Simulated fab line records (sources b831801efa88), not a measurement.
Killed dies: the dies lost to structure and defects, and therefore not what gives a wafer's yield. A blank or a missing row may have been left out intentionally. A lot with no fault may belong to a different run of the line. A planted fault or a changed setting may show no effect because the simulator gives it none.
Split-lot trial || flow sky130 || on a route of 708 steps: 5 lots, 23 wafers read

== THE SPLIT ITSELF ==
At SKY_SD_N_IMPLANT_09, the setting energy kev was moved away from the recipe's 50 on 8 of the 23 wafers read, by -3.9% to +5.7%. The other wafers ran this setting at the recipe's value.

== FROM THE SPLIT TO THE READING: what the file shows between them, 4 steps ==
- SKY_SD_N_IMPLANT_10
- SKY_SD_N_STRIP_11: strips in O2/N2
- SKY_SD_N_CLEAN_13: cleans in SC1/SC2, time 150 s
- SKY_SD_N_RTA_14: time 2 s

== THE READING ==
At SKY_SD_N_RS_MEAS_16, a four-point-probe measurement gives SD_N_RS in ohm/sq. On this fab line, fault-free wafers typically give 68.55 ohm/sq with a standard deviation of 0.11 ohm/sq.

{"wafer": "L074.2", "tool, chamber at the split": "implanter-03, 0", "energy kev as run": 50, "against the recipe": "recipe", "SD_N_RS, ohm/sq": 68.50, "against lot-mates on the recipe": "-"}
{"wafer": "L074.3", "tool, chamber at the split": "implanter-03, 0", "energy kev as run": 50, "against the recipe": "recipe", "SD_N_RS, ohm/sq": 68.35, "against lot-mates on the recipe": "-"}
{"wafer": "L074.4", "tool, chamber at the split": "implanter-03, 0", "energy kev as run": 50, "against the recipe": "recipe", "SD_N_RS, ohm/sq": 68.53, "against lot-mates on the recipe": "-"}
{"wafer": "L075.1", "tool, chamber at the split": "implanter-01, 0", "energy kev as run": 50, "against the recipe": "recipe", "SD_N_RS, ohm/sq": 68.54, "against lot-mates on the recipe": "-"}
{"wafer": "L075.2", "tool, chamber at the split": "implanter-01, 0", "energy kev as run": 48.03, "against the recipe": "-3.9%", "SD_N_RS, ohm/sq": 69.93, "against lot-mates on the recipe": "+1.31"}
{"wafer": "L075.3", "tool, chamber at the split": "implanter-01, 0", "energy kev as run": 48.03, "against the recipe": "-3.9%", "SD_N_RS, ohm/sq": 70.04, "against lot-mates on the recipe": "+1.42"}
{"wafer": "L075.5", "tool, chamber at the split": "implanter-01, 0", "energy kev as run": 48.03, "against the recipe": "-3.9%", "SD_N_RS, ohm/sq": 69.98, "against lot-mates on the recipe": "+1.36"}
{"wafer": "L075.6", "tool, chamber at the split": "implanter-01, 0", "energy kev as run": 50, "against the recipe": "recipe", "SD_N_RS, ohm/sq": 68.71, "against lot-mates on the recipe": "-"}
{"wafer": "L080.1", "tool, chamber at the split": "implanter-03, 0", "energy kev as run": 52.52, "against the recipe": "+5.0%", "SD_N_RS, ohm/sq": 66.78, "against lot-mates on the recipe": -1.78}
{"wafer": "L080.2", "tool, chamber at the split": "implanter-03, 0", "energy kev as run": 50, "against the recipe": "recipe", "SD_N_RS, ohm/sq": 68.50, "against lot-mates on the recipe": "-"}
{"wafer": "L080.3", "tool, chamber at the split": "implanter-03, 0", "energy kev as run": 50, "against the recipe": "recipe", "SD_N_RS, ohm/sq": 68.54, "against lot-mates on the recipe": "-"}
{"wafer": "L080.4", "tool, chamber at the split": "implanter-03, 0", "energy kev as run": 52.52, "against the recipe": "+5.0%", "SD_N_RS, ohm/sq": 66.73, "against lot-mates on the recipe": -1.83}
{"wafer": "L080.5", "tool, chamber at the split": "implanter-03, 0", "energy kev as run": 50, "against the recipe": "recipe", "SD_N_RS, ohm/sq": 68.65, "against lot-mates on the recipe": "-"}
{"wafer": "L083.1", "tool, chamber at the split": "implanter-01, 0", "energy kev as run": 52.86, "against the recipe": "+5.7%", "SD_N_RS, ohm/sq": 66.75, "against lot-mates on the recipe": -1.98}
{"wafer": "L083.2", "tool, chamber at the split": "implanter-01, 0", "energy kev as run": 50, "against the recipe": "recipe", "SD_N_RS, ohm/sq": 68.73, "against lot-mates on the recipe": "-"}
{"wafer": "L083.3", "tool, chamber at the split": "implanter-01, 0", "energy kev as run": 52.86, "against the recipe": "+5.7%", "SD_N_RS, ohm/sq": 66.74, "against lot-mates on the recipe": -2.00}
{"wafer": "L083.5", "tool, chamber at the split": "implanter-01, 0", "energy kev as run": 52.86, "against the recipe": "+5.7%", "SD_N_RS, ohm/sq": 66.77, "against lot-mates on the recipe": -1.97}
{"wafer": "L083.6", "tool, chamber at the split": "implanter-01, 0", "energy kev as run": 50, "against the recipe": "recipe", "SD_N_RS, ohm/sq": 68.74, "against lot-mates on the recipe": "-"}
{"wafer": "L085.1", "tool, chamber at the split": "implanter-03, 0", "energy kev as run": 50, "against the recipe": "recipe", "SD_N_RS, ohm/sq": 68.49, "against lot-mates on the recipe": "-"}
{"wafer": "L085.2", "tool, chamber at the split": "implanter-03, 0", "energy kev as run": 50, "against the recipe": "recipe", "SD_N_RS, ohm/sq": 68.47, "against lot-mates on the recipe": "-"}
{"wafer": "L085.3", "tool, chamber at the split": "implanter-03, 0", "energy kev as run": 50, "against the recipe": "recipe", "SD_N_RS, ohm/sq": 68.49, "against lot-mates on the recipe": "-"}
{"wafer": "L085.4", "tool, chamber at the split": "implanter-03, 0", "energy kev as run": 50, "against the recipe": "recipe", "SD_N_RS, ohm/sq": 68.35, "against lot-mates on the recipe": "-"}
{"wafer": "L085.6", "tool, chamber at the split": "implanter-03, 0", "energy kev as run": 50, "against the recipe": "recipe", "SD_N_RS, ohm/sq": 68.52, "against lot-mates on the recipe": "-"}

THE FIT
A straight line over all 23 wafers: SD_N_RS changes by -0.338 ohm/sq for each +1% of energy kev; r = -0.99; the points scatter about the line by 0.12 ohm/sq.
The same after taking each lot's own level away (the mean of its wafers on the recipe; 23 wafers): -0.349 ohm/sq for each +1%; r = -1.00; scatter 0.06 ohm/sq.
The reading moves by 2 ohm/sq for the largest change in energy kev, on that fit.
The span of the lots' own levels, 68.460 to 68.735 ohm/sq, comes to 2.5 times the standard deviation stated above.
So the lot-to-lot level changes the slope little: the two slopes agree.
Check: for one of the wafers moved furthest among these (+5.7%), held out of the fit, the line's prediction against its lot-mates is -2 ohm/sq. It came out at -1.98 ohm/sq against them.

== THE WHOLE CHAIN: every reading that the file lists as answering this split, in the file's order ==
{"step": "SKY_SD_N_IMPLANT_09", "what it does": "", "reading": "implant.rp nm (the simulator's own value, which no gauge read)", "change (the file's fit)": "+0.259 nm for each +1% of the setting", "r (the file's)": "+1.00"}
{"step": "SKY_SD_N_IMPLANT_09", "what it does": "", "reading": "implant.drp nm (the simulator's own value, which no gauge read)", "change (the file's fit)": "+0.106 nm for each +1% of the setting", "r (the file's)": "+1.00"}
{"step": "SKY_SD_N_STRIP_11", "what it does": "strips in O2/N2", "reading": "strip time to endpoint s", "change (the file's fit)": "withheld for each +1% of the setting", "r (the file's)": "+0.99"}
{"step": "SKY_SD_N_RS_MEAS_16", "what it does": "measures by four-point-probe", "reading": "SD_N_RS", "change (the file's fit)": "-0.35 for each +1% of the setting", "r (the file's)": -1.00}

== FILE'S OWN FIT ==
SD_N_RS changes by -0.35 ohm/sq for each +1% of energy kev, r = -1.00.
